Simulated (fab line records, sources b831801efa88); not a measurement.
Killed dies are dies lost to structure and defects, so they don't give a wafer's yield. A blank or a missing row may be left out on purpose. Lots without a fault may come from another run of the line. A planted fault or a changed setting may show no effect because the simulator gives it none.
One fault seen from 2 desks | flow sky130 | each desk has only its own numbers; what lay behind them comes last

THE METROLOGY DESK
What the gauges read, lot by lot, whatever tool the lot ran on: means of the sampled wafers that have a number. A lot is out of limits, marked OUT, if its mean lies more than 4 standard deviations from the usual mean; the brackets give that distance.
Columns: A = VIA1_OVL at SKY_VIA1_OVL_MEAS_13, usual -1 nm
lot  | first seen here | A
L435 | day 33 23:19    | 8
L436 | day 34 18:44    | -7
L438 | day 35 08:02    | -1
L443 | day 36 23:05    | -7
L442 | day 37 04:30    | 2
L444 | day 37 08:50    | -3
L448 | day 38 09:26    | -0
L449 | day 38 17:40    | -0
L455 | day 40 10:32    | -6
L456 | day 40 21:17    | -4
L458 | day 41 02:41    | -2
This desk's finding: nothing out of limits on any of the 11 lots.

THE TOOL OWNER'S DESK: rie_diel-02
The tool's own readings at SKY_VIA1_ETCH_15 (etches SiO2 in C4F8/O2/Ar, stops on TiN, target depth 351 nm, time 54 s): means of the sampled wafers that have a number, for each lot that ran on this tool. A lot is out of limits, marked OUT, if its mean lies more than 4 standard deviations from the usual mean; the brackets give that distance.
Columns: A = oes_product_au at SKY_VIA1_ETCH_15, usual 0.982 a.u.
lot  | first seen here | A
L436 | day 34 18:49    | 0.983
L442 | day 37 04:35    | 0.978
L444 | day 37 08:54    | 0.985
L448 | day 38 09:30    | 0.981
L449 | day 38 17:45    | 0.977
L455 | day 40 10:37    | 0.985
This desk's finding: nothing out of limits on any of the 6 lots.

PUT TOGETHER
The metrology desk saw nothing out of limits.
The tool owner's desk saw nothing out of limits.

WHAT THE SIMULATOR HAD PUT IN
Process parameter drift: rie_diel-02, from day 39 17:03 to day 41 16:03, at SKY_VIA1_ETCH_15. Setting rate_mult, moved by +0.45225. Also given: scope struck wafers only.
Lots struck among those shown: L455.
